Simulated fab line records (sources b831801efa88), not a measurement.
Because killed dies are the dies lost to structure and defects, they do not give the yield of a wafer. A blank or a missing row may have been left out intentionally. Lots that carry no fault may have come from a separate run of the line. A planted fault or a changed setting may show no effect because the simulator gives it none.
fab line records	flow sky130
record lots=6	wafers=18	last-day=49
route steps=708 shown SONOS_ONO@176 GATE_OXIDE@187 POLY_GATE@204 PAD_OPEN@708
lots untouched by any fault: they come from a run of this same line in which no faults occurred
start-h: start of the lot's first displayed wafer, in hours after the record's first day	wait-h: time in hours since the lot's previous step	" identical to the entry in the row above	L1.1+2: a single row standing in for several wafers	- no value, or no start was given	* or withheld: withheld	< > ~ a bound
route shown NAME@n: names a module that has steps shown in the file, with the first one's number in the route	usual: average and standard deviation across the fault-free wafers	same: alike in all rows	chamber/n: place in a boat	sites: readings site by site	_std_site: their standard deviation	_edge_site: the outer-site mean with the inner-site mean subtracted	radius-mm: how far each site lies from the wafer's centre	mask NAME#n: copy n	behind: tool/chamber where the wafer was last shaped	hold: why the lot was held/for how many hours/how that ended	device: the transistor (n, p or np) that didn't switch	end of line: the tests these same wafers got at the end of their route	where a step has no rows: the recipe by itself	killed: the dies lost at the first sort to structure and to defects; this is not the yield of the wafer	map: per-die view of a wafer (x killed, . not killed, _ where there is no die)
set.NAME: setting as actually run; set.NAME@STEP: the setting as run at that earlier step	model.NAME: the simulator's own value behind a step, which no gauge read
lots seen at some steps along the route; tables by step, rows by wafer
services: the hour from which a tool's chamber was out of use, counted from the record's first day as start-h (under 0 if before that day), plus the number of hours and why
## steps
# step SKY_SONOS_ONO_COAT_08
# recipe resist=NOVOLAK	spin-rpm=3000	resist-thk-nm=1140
# step SKY_SONOS_ONO_SOFTBAKE_09
# recipe temp-c=90	time-s=60	resist=NOVOLAK
# step SKY_SONOS_ONO_EXPOSE_10
# recipe mask-id=ONOM	target-cd-nm=410	na=0.6	source-shape=conventional	sigma-outer=0.6	dose-mj=150
# step SKY_SONOS_ONO_PEB_11
# recipe temp-c=withheld	time-s=*	resist=NOVOLAK
# step SKY_SONOS_ONO_DEVELOP_12
# recipe develop-time-s=60	dev-temp-c=23
# step SKY_SONOS_ONO_CD_MEAS_13
# recipe target-cd-nm=410
# usual cd-nm=410.0/2.3
lot.wafer	tool	chamber	start-h	wait-h	cd-nm
L179.4	cd-sem-01	-	300.24	0.1	408.2
L179.5	"	-	"	"	407.5
L179.6	"	-	"	"	408.8
L180.1	cd-sem-02	-	309.08	0.1	410.4
L180.3	"	-	"	"	407.4
L180.5	"	-	"	"	406.5
L185.3	cd-sem-02	-	339.82	0.1	407.6
L185.5	"	-	"	"	407.1
L185.6	"	-	"	"	408.1
L188.1	cd-sem-01	-	375.78	0.1	408.1
L188.3	"	-	"	"	406.8
L188.4	"	-	"	"	406.8
L195.1	cd-sem-01	-	428.68	0.1	411.3
L195.5	"	-	"	"	411.1
L195.6	"	-	"	"	411.7
L196.1	cd-sem-01	-	438.72	0.1	406.8
L196.4	"	-	"	"	407.5
L196.6	"	-	"	"	407.2
# step SKY_SONOS_ONO_OVL_MEAS_14
# usual SONOS_ONO_OVL=-0.6/1.3
lot.wafer	tool	chamber	start-h	wait-h	SONOS_ONO_OVL[nm]
L179.4	overlay-01	-	300.32	0.1	0.6
L179.5	"	-	"	"	0.2
L179.6	"	-	"	"	0.7
L180.1	overlay-02	-	309.20	0.1	-1.7
L180.3	"	-	"	"	-1.6
L180.5	"	-	"	"	-1.8
L185.3	overlay-02	-	339.92	0.1	0.2
L185.5	"	-	"	"	-0.6
L185.6	"	-	"	"	-0.8
L188.1	overlay-01	-	375.90	0.1	-0.1
L188.3	"	-	"	"	-1.1
L188.4	"	-	"	"	0.6
L195.1	overlay-01	-	428.80	0.1	0.8
L195.5	"	-	"	"	0.8
L195.6	"	-	"	"	1.3
L196.1	overlay-01	-	438.84	0.1	-1.7
L196.4	"	-	"	"	-2.5
L196.6	"	-	"	"	-0.3
# step SKY_SONOS_ONO_ETCH_15
# recipe target-depth-nm=19.52	chemistry=CHF3/O2	source-w=600	bias-w=200	pressure-mtorr=40	chf3-flow-sccm=50	O2_flow_sccm=5	time-s=7.8
# usual O2_flow_sccm=5.001/0.015	drypump-motor-current-A=5.8/0.51	oes-product-au=1.002/0.0085	throttle-valve-pct=8.826/0.0088
lot.wafer	tool	chamber	start-h	wait-h	O2_flow_sccm	drypump-motor-current-A	oes-product-au	rf-hours-counter-h	throttle-valve-pct
L179.4	rie-diel-04	2	300.34	0.0	4.999	4.9	1.002	50	8.809
L179.5	"	3	"	"	4.974	6.0	0.989	-	8.807
L179.6	"	0	"	"	4.993	5.5	1.007	-	8.822
L180.1	rie-diel-01	3	309.24	0.0	5.003	5.8	1.000	1	8.829
L180.3	"	1	"	"	5.001	5.4	1.012	35	8.812
L180.5	"	0	"	"	4.992	6.3	1.003	-	8.822
L185.3	rie-diel-01	0	339.94	0.0	5.022	6.3	0.996	4	8.826
L185.5	"	3	"	"	4.989	5.8	0.995	-	8.838
L185.6	"	0	"	"	5.011	6.3	0.994	-	8.825
L188.1	rie-diel-04	3	375.94	0.0	5.015	6.0	1.002	34	8.832
L188.3	"	0	"	"	5.010	5.5	1.017	3	8.815
L188.4	"	1	"	"	5.016	6.6	1.002	82	8.827
L195.1	rie-diel-01	2	428.84	0.0	4.989	5.9	1.012	5	8.836
L195.5	"	1	"	"	5.003	5.4	1.008	-	8.842
L195.6	"	0	"	"	5.009	6.3	1.006	-	8.823
L196.1	rie-diel-02	2	438.87	0.0	4.971	5.8	0.977	7	8.815
L196.4	"	1	"	"	5.003	6.0	0.993	14	8.815
L196.6	"	1	"	"	4.989	5.9	0.985	-	8.818
# step SKY_SONOS_ONO_WET_ETCH_16
# recipe chemistry=dHF	target-depth-nm=14	dry=n2-spin	target=SiO2	dilution=100:1	temp-c=25	time-s=280
# step SKY_SONOS_ONO_STRIP_17
# recipe chemistry=O2/N2	power-w=1400	pressure-mtorr=1500	platen-temp-c=withheld	o2-flow-sccm=3000	n2-flow-sccm=300	overash-fraction=0.5
# usual drypump-motor-current-A=5.5/0.37	oes-product-au=0.710/0.0047	strip-time-to-endpoint-s=14.09/0.039
lot.wafer	tool	chamber	start-h	wait-h	drypump-motor-current-A	oes-product-au	rf-hours-counter-h	strip-time-to-endpoint-s
L179.4	plasma-asher-04	1	300.48	0.0	4.9	0.706	-	14.05
L179.5	"	1	"	"	4.9	0.710	-	14.06
L179.6	"	0	"	"	5.4	0.710	-	14.10
L180.1	plasma-asher-04	1	309.39	0.0	4.9	0.714	52	14.05
L180.3	"	1	"	"	4.9	0.709	-	14.11
L180.5	"	0	"	"	5.4	0.709	-	14.08
L185.3	plasma-asher-03	0	340.08	0.0	5.5	0.701	-	14.01
L185.5	"	0	"	"	5.5	0.716	-	14.02
L185.6	"	1	"	"	5.9	0.710	-	14.01
L188.1	plasma-asher-03	0	376.04	0.0	5.5	0.713	69	14.07
L188.3	"	0	"	"	5.5	0.710	-	14.08
L188.4	"	1	"	"	5.9	0.709	-	14.02
L195.1	plasma-asher-04	0	428.95	0.0	5.4	0.704	63	14.03
L195.5	"	1	"	"	4.9	0.707	-	14.06
L195.6	"	0	"	"	5.4	0.721	-	14.04
L196.1	plasma-asher-04	1	438.99	0.0	4.9	0.710	64	14.09
L196.4	"	0	"	"	5.5	0.712	-	14.09
L196.6	"	1	"	"	4.9	0.714	-	14.06
# step SKY_SONOS_ONO_WET_ETCH_18
# recipe chemistry=H3PO4	target-depth-nm=15	target=Si3N4	temp-c=160	time-s=172
# step SKY_GATE_OXIDE_CLEAN_00
# recipe chemistry=SC1/SC2	mix=1:4:20	temp-c=70	time-s=150	dry=n2-spin
# step SKY_GATE_OXIDE_OXIDATION_01
# recipe temp-c=900	ambient=O2	stabilise-s=600	purge-s=300	target-thk-a=102.68	ox-time-s=1473
# usual ox-temp-c=900.0/0.41	zone-power-lower-pct=19.1/1.5
lot.wafer	tool	chamber	start-h	wait-h	ox-temp-c	zone-power-lower-pct	model.SiO2_of_GATE_OXIDE_OXIDATION_01.thk-nm
L179.4	furnace-02	0	303.11	2.5	899.4	21.0	10.21
L179.5	"	0	"	"	899.0	21.2	10.06
L179.6	"	0	"	"	899.7	20.8	10.08
L180.1	furnace-02	0	310.79	1.2	899.9	21.2	10.33
L180.3	"	0	"	"	900.0	20.9	10.39
L180.5	"	0	"	"	900.2	21.1	10.3
L185.3	furnace-02	0	342.71	2.5	900.5	21.3	10.03
L185.5	"	0	"	"	900.1	21.1	9.934
L185.6	"	0	"	"	900.6	20.9	9.946
L188.1	furnace-01	0	378.13	1.9	900.2	17.7	10.53
L188.3	"	0	"	"	900.4	18.0	10.59
L188.4	"	0	"	"	899.7	17.6	10.57
L195.1	furnace-01	0	429.15	0.0	900.0	17.8	7.728
L195.5	"	0	"	"	899.5	18.0	7.518
L195.6	"	0	"	"	899.9	17.8	7.583
L196.1	furnace-01	0	439.20	0.0	900.2	18.0	7.623
L196.4	"	0	"	"	900.1	17.8	7.71
L196.6	"	0	"	"	899.7	18.3	7.696
# step SKY_GATE_OXIDE_THK_MEAS_02
# recipe reads=SiO2_of_GATE_OXIDE_OXIDATION_01
# usual GATE_OXIDE_OXIDATION_00_THK=10.30/0.17
lot.wafer	tool	chamber	start-h	wait-h	hold	GATE_OXIDE_OXIDATION_00_THK[nm]
L179.4	film-metro-01	-	304.55	0.0	-	10.21
L179.5	"	-	"	"	-	10.04
L179.6	"	-	"	"	-	10.07
L180.1	film-metro-01	-	312.20	0.0	-	10.34
L180.3	"	-	"	"	-	10.39
L180.5	"	-	"	"	-	10.29
L185.3	film-metro-01	-	344.13	0.0	-	10.03
L185.5	"	-	"	"	-	9.92
L185.6	"	-	"	"	-	9.94
L188.1	film-metro-04	-	379.54	0.0	-	10.51
L188.3	"	-	"	"	-	10.55
L188.4	"	-	"	"	-	10.55
L195.1	film-metro-01	-	430.56	0.0	await-dispo/0.2h/release	7.70
L195.5	"	-	"	"	await-dispo/0.2h/release	7.54
L195.6	"	-	"	"	await-dispo/0.2h/release	7.56
L195.1	film-metro-01	-	430.79	0.2	-	7.70
L195.5	"	-	"	"	-	7.51
L195.6	"	-	"	"	-	7.60
L196.1	film-metro-01	-	440.61	0.0	await-dispo/0.2h/release	7.65
L196.4	"	-	"	"	await-dispo/0.2h/release	7.69
L196.6	"	-	"	"	await-dispo/0.2h/release	7.71
L196.1	film-metro-01	-	440.94	0.3	-	7.60
L196.4	"	-	"	"	-	7.70
L196.6	"	-	"	"	-	7.70
# step SKY_GATE_OXIDE_HMDS_04
# recipe prime-time-s=60	prime-temp-c=120
# step SKY_GATE_OXIDE_COAT_05
# recipe resist=NOVOLAK	spin-rpm=3000	resist-thk-nm=1140
# step SKY_GATE_OXIDE_SOFTBAKE_06
# recipe temp-c=90	time-s=60	resist=NOVOLAK
# step SKY_GATE_OXIDE_EXPOSE_07
# recipe mask-id=LVOM	na=0.6	source-shape=conventional	sigma-outer=0.6	polarization=unpolarized	target-cd-nm=600	dose-mj=170
# step SKY_GATE_OXIDE_PEB_08
# recipe temp-c=withheld	time-s=*	resist=NOVOLAK
# step SKY_GATE_OXIDE_DEVELOP_09
# recipe resist=NOVOLAK	developer=TMAH	develop-time-s=60	dev-temp-c=23
# step SKY_GATE_OXIDE_OVL_MEAS_10
# usual GATE_OXIDE_OVL=-0.5/1.3
lot.wafer	tool	chamber	start-h	wait-h	GATE_OXIDE_OVL[nm]
L179.4	overlay-01	-	330.61	0.1	-0.5
L179.5	"	-	"	"	0.8
L179.6	"	-	"	"	2.1
L180.1	overlay-01	-	338.72	0.1	-0.5
L180.3	"	-	"	"	-0.2
L180.5	"	-	"	"	-2.0
L185.3	overlay-02	-	372.59	0.1	-0.7
L185.5	"	-	"	"	-0.8
L185.6	"	-	"	"	-1.7
L188.1	overlay-02	-	408.49	0.1	-0.8
L188.3	"	-	"	"	-1.0
L188.4	"	-	"	"	-2.1
L195.1	overlay-01	-	460.87	0.1	-0.6
L195.5	"	-	"	"	1.3
L195.6	"	-	"	"	0.4
L196.1	overlay-02	-	470.92	0.1	0.5
L196.4	"	-	"	"	-0.2
L196.6	"	-	"	"	-1.6
# step SKY_GATE_OXIDE_IMPLANT_11
# recipe species=B	energy-kev=10	dose-cm2=2.6e+12	tilt-deg=withheld
# step SKY_GATE_OXIDE_WET_ETCH_12
# recipe chemistry=dHF	target-depth-nm=16.8	dry=n2-spin	target=SiO2	dilution=100:1	temp-c=25	time-s=336
# step SKY_GATE_OXIDE_STRIP_13
# recipe chemistry=O2/N2	power-w=1400	pressure-mtorr=1500	platen-temp-c=withheld	o2-flow-sccm=3000	n2-flow-sccm=300	overash-fraction=0.5
# usual drypump-motor-current-A=5.68/0.18	oes-product-au=0.716/0.0043	strip-time-to-endpoint-s=14.18/0.048
lot.wafer	tool	chamber	start-h	wait-h	drypump-motor-current-A	oes-product-au	rf-hours-counter-h	strip-time-to-endpoint-s
L179.4	plasma-asher-02	1	330.91	0.0	5.61	0.715	-	14.19
L179.5	"	0	"	"	5.67	0.715	-	14.20
L179.6	"	1	"	"	5.62	0.716	-	14.22
L180.1	plasma-asher-02	1	339.00	0.0	5.62	0.717	22	14.21
L180.3	"	1	"	"	5.61	0.717	-	14.23
L180.5	"	0	"	"	5.65	0.711	-	14.26
L185.3	plasma-asher-01	0	372.91	0.0	5.92	0.719	-	14.25
L185.5	"	0	"	"	5.96	0.715	-	14.21
L185.6	"	1	"	"	5.48	0.715	-	14.25
L188.1	plasma-asher-03	0	408.79	0.0	5.51	0.717	72	14.13
L188.3	"	0	"	"	5.52	0.713	-	14.11
L188.4	"	1	"	"	5.94	0.719	-	14.09
L195.1	plasma-asher-01	1	461.15	0.0	5.45	0.718	76	14.08
L195.5	"	0	"	"	5.96	0.719	-	14.10
L195.6	"	1	"	"	5.45	0.722	-	14.06
L196.1	plasma-asher-03	1	471.20	0.0	5.88	0.712	4	14.23
L196.4	"	0	"	"	5.54	0.713	-	14.24
L196.6	"	1	"	"	5.92	0.718	-	14.21
# step SKY_GATE_OXIDE_TW_MEAS_14
# usual GATE_OXIDE_TW=224/4.2
lot.wafer	tool	chamber	start-h	wait-h	hold	GATE_OXIDE_TW
L179.4	film-metro-01	-	331.01	0.1	-	221
L179.5	"	-	"	"	-	222
L179.6	"	-	"	"	-	221
L180.1	film-metro-01	-	339.10	0.1	-	222
L180.3	"	-	"	"	-	222
L180.5	"	-	"	"	-	222
L185.3	film-metro-04	-	373.00	0.1	-	229
L185.5	"	-	"	"	-	231
L185.6	"	-	"	"	-	230
L188.1	film-metro-04	-	408.89	0.1	-	226
L188.3	"	-	"	"	-	228
L188.4	"	-	"	"	-	228
L195.1	film-metro-02	-	461.25	0.1	await-dispo/0.2h/release	221
L195.5	"	-	"	"	await-dispo/0.2h/release	222
L195.6	"	-	"	"	await-dispo/0.2h/release	221
L195.1	film-metro-02	-	461.48	0.2	-	222
L195.5	"	-	"	"	-	221
L195.6	"	-	"	"	-	221
L196.1	film-metro-02	-	471.30	0.1	await-dispo/0.2h/release	221
L196.4	"	-	"	"	await-dispo/0.2h/release	221
L196.6	"	-	"	"	await-dispo/0.2h/release	222
L196.1	film-metro-02	-	471.65	0.3	-	221
L196.4	"	-	"	"	-	221
L196.6	"	-	"	"	-	221
# step SKY_GATE_OXIDE_OXIDATION_16
# recipe temp-c=800	ambient=O2	idle-temp-c=700	ramp-up-c-per-min=10	ramp-down-c-per-min=3	stabilise-s=600	purge-s=300	target-thk-a=35.7	ox-time-s=1915
# usual ox-temp-c=800.0/0.37	zone-power-lower-pct=15.3/1.2
lot.wafer	tool	chamber	start-h	wait-h	ox-temp-c	zone-power-lower-pct	model.SiO2_of_GATE_OXIDE_OXIDATION_01.thk-nm
L179.4	furnace-02	0	331.09	0.0	800.5	16.5	11.55
L179.5	"	0	"	"	799.9	16.7	11.41
L179.6	"	0	"	"	800.2	16.4	11.39
L180.1	furnace-02	0	341.17	2.0	800.4	16.3	11.69
L180.3	"	0	"	"	800.3	16.5	11.75
L180.5	"	0	"	"	800.5	16.8	11.62
L185.3	furnace-02	0	373.09	0.0	800.1	16.3	11.39
L185.5	"	0	"	"	800.1	16.3	11.32
L185.6	"	0	"	"	800.1	16.5	11.32
L188.1	furnace-01	0	409.00	0.0	800.3	14.0	11.86
L188.3	"	0	"	"	799.6	14.0	11.9
L188.4	"	0	"	"	799.5	14.2	11.89
L195.1	furnace-01	0	464.68	0.0	799.8	14.1	9.285
L195.5	"	0	"	"	800.0	13.9	9.107
L195.6	"	0	"	"	799.9	14.0	9.179
L196.1	furnace-02	0	473.61	0.0	800.5	16.5	9.175
L196.4	"	0	"	"	799.5	16.6	9.262
L196.6	"	0	"	"	799.6	16.4	9.271
# step SKY_POLY_GATE_CVD_00
# recipe material=poly-Si	target-thk-nm=180	temp-c=620	time-s=720	pressure-mtorr=200
# step SKY_PAD_OPEN_PROBE_99
# usual killed_at_M0_to_M3=44/7.2	killed_at_M4_up=3.0/1.9	killed-at-contacts=25/4.8	killed-at-front-end=16/4.2	killed-at-other=0.2/0.44	killed-dies=88/9.3	killed-open=48/7.1	killed-short=40/6.5
# same gross-dies=492	killed-at-back-side=0
lot.wafer	tool	chamber	start-h	wait-h	killed_at_M0_to_M3	killed_at_M4_up	killed-at-contacts	killed-at-front-end	killed-at-other	killed-dies	killed-open	killed-short	model.etest.nfet_16v.r-on-ohm-um	model.etest.pfet_16v.r-on-ohm-um	model.etest.pfet-g5v0d10v5.r-on-ohm-um	model.etest.tip-sonos.rs-ohm-sq	model.etest.nfet-g5v0d10v5.r-on-ohm-um	model.etest.nfet-g5v0d10v5.drive-ua-um	model.etest.nfet_05v0_nvt.drive-ua-um	model.etest.tip-p.rs-ohm-sq
L185.3	prober-01	-	1122.11	0.2	44	0	27	11	0	82	41	41	1.396e+04	1.571e+04	4661	2669	1861	618	582.9	7001
L185.5	prober-01	-	1122.21	0.2	34	2	29	11	1	77	43	34	1.381e+04	1.555e+04	4695	2639	1875	618.2	583.3	6969
L185.6	prober-01	-	1122.26	0.2	53	1	26	18	1	99	47	52	1.39e+04	1.563e+04	4729	2630	1861	618.9	592.6	6955
L188.1	prober-02	-	1143.40	0.1	41	3	31	17	0	92	44	48	1.425e+04	1.522e+04	4868	2717	1925	591.7	570	6861
L188.3	prober-02	-	1143.50	0.2	44	4	27	21	0	96	54	42	1.435e+04	1.53e+04	4813	2680	1918	596.7	568.2	6821
L188.4	prober-02	-	1143.55	0.2	43	0	27	16	1	87	58	29	1.416e+04	1.496e+04	4844	2738	1906	594.1	565.1	6911
L195.1	prober-01	-	1173.09	0.1	48	2	24	15	0	89	37	52	1.279e+04	1.442e+04	4181	2242	1672	757.7	693.3	6739
L195.5	prober-01	-	1173.29	0.2	42	0	23	10	0	75	44	31	1.263e+04	1.426e+04	4150	2208	1652	763	708.8	6774
L195.6	prober-01	-	1173.34	0.2	53	1	31	16	1	102	53	49	1.257e+04	1.429e+04	4178	2195	1639	762.5	708.5	6816
L196.1	prober-02	-	1181.55	0.1	38	3	21	16	1	79	50	29	1.31e+04	1.484e+04	4272	2192	1666	754.8	700.5	6671
L196.4	prober-02	-	1181.70	0.2	50	2	25	17	0	94	54	40	1.324e+04	1.521e+04	4257	2208	1652	751.5	696.6	6708
L196.6	prober-02	-	1181.80	0.2	48	3	23	16	0	90	48	42	1.33e+04	1.562e+04	4310	2181	1681	748.4	697.9	6687
# killed by level:class
L185.3 CONTACT:geometric-particle:open=9 VIA1:geometric-particle:short=8 METAL1:geometric-particle:short=7 LI_CONTACT:geometric-particle:open=6 VIA1:geometric-particle:open=6 VIA3:geometric-particle:open=6 VIA3:geometric-particle:short=5 LI_CONTACT:geometric-particle:short=4
L185.5 CONTACT:geometric-particle:open=9 CONTACT:geometric-particle:short=9 VIA1:geometric-particle:open=9 VIA2:geometric-particle:open=6 METAL1:geometric-particle:short=5 VIA3:geometric-particle:open=5 FIELD_ISO:geometric-particle:open=4 POLY_GATE:geometric-particle:short=4
L185.6 CONTACT:geometric-particle:open=12 METAL2:geometric-particle:short=11 FIELD_ISO:geometric-particle:short=8 VIA3:geometric-particle:short=8 VIA3:geometric-particle:open=8 LI_CONTACT:geometric-particle:open=7 VIA1:geometric-particle:open=5 METAL1:geometric-particle:short=4
L188.1 VIA1:geometric-particle:open=11 CONTACT:geometric-particle:open=11 CONTACT:geometric-particle:short=7 METAL1:geometric-particle:short=6 FIELD_ISO:geometric-particle:open=5 LOCAL_INTERCONNECT:geometric-particle:short=5 METAL2:geometric-particle:short=5 FIELD_ISO:geometric-particle:short=4
L188.3 CONTACT:geometric-particle:open=12 VIA3:geometric-particle:open=7 FIELD_ISO:geometric-particle:open=6 CONTACT:geometric-particle:short=6 METAL2:geometric-particle:short=6 VIA1:geometric-particle:open=6 POLY_GATE:geometric-particle:open=5 VIA1:geometric-particle:short=5
L188.4 CONTACT:geometric-particle:open=11 VIA3:geometric-particle:open=9 VIA1:geometric-particle:open=8 FIELD_ISO:geometric-particle:open=7 POLY_GATE:geometric-particle:open=5 LI_CONTACT:geometric-particle:open=5 CONTACT:geometric-particle:short=5 VIA2:geometric-particle:open=5
L195.1 CONTACT:geometric-particle:open=11 METAL2:geometric-particle:short=9 METAL1:geometric-particle:short=8 POLY_GATE:geometric-particle:short=5 VIA2:geometric-particle:open=5 VIA2:geometric-particle:short=5 VIA3:geometric-particle:short=5 FIELD_ISO:geometric-particle:short=4
L195.5 VIA1:geometric-particle:open=13 CONTACT:geometric-particle:open=8 METAL1:geometric-particle:short=7 VIA3:geometric-particle:open=7 LI_CONTACT:geometric-particle:open=6 VIA2:geometric-particle:open=5 FIELD_ISO:geometric-particle:short=4 LOCAL_INTERCONNECT:geometric-particle:short=4
L195.6 CONTACT:geometric-particle:open=11 VIA1:geometric-particle:open=11 VIA2:geometric-particle:open=8 METAL1:geometric-particle:short=8 FIELD_ISO:geometric-particle:open=7 LOCAL_INTERCONNECT:geometric-particle:short=5 CONTACT:geometric-particle:short=5 METAL2:geometric-particle:short=5
L196.1 VIA1:geometric-particle:open=15 FIELD_ISO:geometric-particle:open=6 LI_CONTACT:geometric-particle:open=6 CONTACT:geometric-particle:open=6 VIA2:geometric-particle:open=4 FIELD_ISO:geometric-particle:short=4 LI_CONTACT:geometric-particle:short=4 VIA1:geometric-particle:short=4
L196.4 VIA1:geometric-particle:open=14 CONTACT:geometric-particle:open=10 FIELD_ISO:geometric-particle:short=7 LOCAL_INTERCONNECT:geometric-particle:short=7 VIA2:geometric-particle:open=7 VIA3:geometric-particle:open=7 VIA1:geometric-particle:short=5 LI_CONTACT:geometric-particle:open=5
L196.6 VIA2:geometric-particle:open=10 VIA1:geometric-particle:open=8 LI_CONTACT:geometric-particle:open=7 METAL2:geometric-particle:short=7 LOCAL_INTERCONNECT:geometric-particle:short=6 CONTACT:geometric-particle:open=6 VIA3:geometric-particle:open=5 VIA1:geometric-particle:short=5
## services
tool	chamber	start-h	hours	kind
furnace-01	-	283.35	1.2	repair
plasma-asher-01	-	298.93	6.8	repair
rie-diel-01	-	310.09	0.5	repair
plasma-asher-03	-	313.40	1.9	repair
plasma-asher-01	-	357.99	0.5	repair
rie-diel-01	-	367.18	2.1	repair
rie-diel-01	-	370.27	28.1	pm
plasma-asher-02	-	376.84	2.1	repair
rie-diel-02	0	405.02	3.5	repair
rie-diel-02	2	414.64	3.4	repair
plasma-asher-01	-	415.83	0.4	repair
plasma-asher-03	-	421.25	9.0	pm
plasma-asher-03	0	421.25	9.0	vent-cycle
plasma-asher-03	1	421.25	9.0	vent-cycle
rie-diel-02	-	423.66	14.6	pm
rie-diel-01	3	425.04	4.0	repair
plasma-asher-03	-	427.01	0.8	repair
plasma-asher-03	0	430.25	-	clean
plasma-asher-03	1	430.25	-	clean
plasma-asher-01	-	431.53	0.6	repair
plasma-asher-03	-	453.94	3.0	repair
furnace-02	-	460.98	2.9	pm
## key
first-sign step=SKY_GATE_OXIDE_THK_MEAS_02	reading=visit	direction=added
effect step=SKY_GATE_OXIDE_THK_MEAS_02	reading=GATE_OXIDE_OXIDATION_00_THK	direction=down	sigmas=16	usual=10.30	struck=7.64
effect step=SKY_GATE_OXIDE_TW_MEAS_14	reading=visit	direction=added
model-effect step=SKY_GATE_OXIDE_OXIDATION_01	value=SiO2_of_GATE_OXIDE_OXIDATION_01.thk-nm	without=10.32	struck=7.643
model-effect step=SKY_GATE_OXIDE_OXIDATION_16	value=SiO2_of_GATE_OXIDE_OXIDATION_01.thk-nm	without=11.68	struck=9.213
model-effect step=SKY_PAD_OPEN_PROBE_99	value=etest.nfet_16v.r-on-ohm-um	without=1.424e+04	struck=1.294e+04
met-at SKY_GATE_OXIDE_OXIDATION_01
struck-wafers L195.1,L195.5,L195.6,L196.1,L196.4,L196.6
tester-left-out L195,L196
onset-between 378.13 429.15
also-fits time
fault kind=process-parameter-drift	tool=furnace-01	chamber=-	onset-h=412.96	steps=SKY_GATE_OXIDE_OXIDATION_01	channel=ox-time-s	offset=*	shape=step	end-h=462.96	acts-in=*	stated=*
# tester-left-out: of these lots the tester's yield and bins aren't shown, on N5 and GAA mostly nor the transistor test; their killed dies are dies lost to structure and defects alone, not to doping, threshold or leakage, so they don't give the yield
